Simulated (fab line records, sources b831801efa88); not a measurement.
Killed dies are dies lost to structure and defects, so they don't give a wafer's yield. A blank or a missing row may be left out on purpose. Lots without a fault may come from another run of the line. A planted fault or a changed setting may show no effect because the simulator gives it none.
fab line records | flow sky130
record lots=15 wafers=45 last_day=50
route steps=708 shown VIA3@583
lots that met no fault: from a run of the same line without faults
start_h: hours from the record's first day to the start of the lot's first wafer shown | wait_h: hours since the lot's step before | " the same as in the row above | L1.1+2: a row that stands for several wafers | - no value, or no start given | * or withheld: withheld | < > ~ a bound
route shown NAME@n: a module of which the file shows steps, and the number in the route of the first | usual: mean/standard deviation of fault-free wafers | same: alike in all rows | chamber/n: place in a boat | sites: the reading at each site | _std_site: their standard deviation | _edge_site: outer sites' mean less inner sites' | radius_mm: how far each site lies from the wafer's centre | mask NAME#n: copy n | behind: the tool/chamber that last shaped the wafer | hold: why the lot was held/for how many hours/how that ended | device: the transistor (n, p or np) that didn't switch | end of line: the same wafers' tests at the end of the route | a step without rows: its recipe alone | killed: dies lost to structure and defects at the first sort, not the wafer's yield | map: a wafer's dies, x killed, . not, _ none there
set.NAME: the setting as run; set.NAME@STEP: as run at that earlier step | model.NAME: the simulator's own value behind a step, which no gauge read
steps of the route over a sample of lots; a table a step, a row a wafer
## steps
# step SKY_VIA3_PEB_10
# recipe peb_temp_c=withheld peb_time_s=withheld resist=KrF-thick
# usual chill_plate_temp_C=* exhaust_pa=44.8/0.91
# columns lot.wafer tool chamber start_h wait_h chill_plate_temp_C exhaust_pa
L925.3 litho_track-01 0 928 - * 45.0
L925.5 " 0 " " * 44.4
L925.6 " 0 " " * 44.6
L926.1 litho_track-01 0 943 - * 45.2
L926.2 " 0 " " * 44.2
L926.4 " 0 " " * 44.9
L927.1 litho_track-02 0 961 - * 45.4
L927.2 " 0 " " * 46.0
L927.5 " 0 " " * 46.0
L929.2 litho_track-04 - 968 - - -
L929.3 " - " " - -
L929.5 " - " " - -
L930.2 litho_track-01 - 971 - - -
L930.5 " - " " - -
L930.6 " - " " - -
L932.3 litho_track-04 - 975 - - -
L932.4 " - " " - -
L932.6 " - " " - -
L937.1 litho_track-02 0 1033 - * 44.7
L937.3 " 0 " " * 44.3
L937.6 " 0 " " * 45.4
L938.1 litho_track-02 0 1037 - * 44.3
L938.2 " 0 " " * 44.5
L938.3 " 0 " " * 45.3
L941.1 litho_track-04 0 1041 - * 44.6
L941.3 " 0 " " * 46.8
L941.5 " 0 " " * 45.0
L940.2 litho_track-04 0 1043 - * 45.2
L940.5 " 0 " " * 46.5
L940.6 " 0 " " * 45.4
L943.3 litho_track-01 0 1055 - * 45.0
L943.4 " 0 " " * 45.1
L943.5 " 0 " " * 46.7
L944.1 litho_track-04 0 1056 - * 43.9
L944.5 " 0 " " * 43.9
L944.6 " 0 " " * 44.6
L946.1 litho_track-01 0 1068 - * 43.2
L946.4 " 0 " " * 43.7
L946.6 " 0 " " * 44.1
L945.1 litho_track-04 0 1069 - * 43.1
L945.2 " 0 1070 - * 44.2
L945.5 " 0 " " * 45.3
L947.2 litho_track-02 0 1077 - * 47.1
L947.4 " 0 " " * 45.6
L947.5 " 0 1078 - * 44.2
## key
first_sign step=SKY_VIA3_PEB_10 reading=tool_record direction=missing
effect none on later readings
met_at SKY_VIA3_PEB_10
struck_lots L929,L930,L932
later_rows_left_out L929.2,L929.3,L929.5,L930.2,L930.5,L930.6,L932.3,L932.4,L932.6
sort_left_out L929.2,L929.3,L929.5,L930.2,L930.5,L930.6,L932.3,L932.4,L932.6
onset_between 943 968
fault kind=skipped_step_whole tool=litho_track-01,litho_track-04 chamber=- onset_h=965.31 steps=SKY_VIA3_PEB_10 scope=struck_lots_only
# sort_left_out: the simulated sort isn't trusted on such a fault, so these wafers' sort isn't shown, and their yield isn't known
# later_rows_left_out: the simulator's readings of these wafers behind a module that went badly wrong aren't trusted and aren't shown, but for the sort
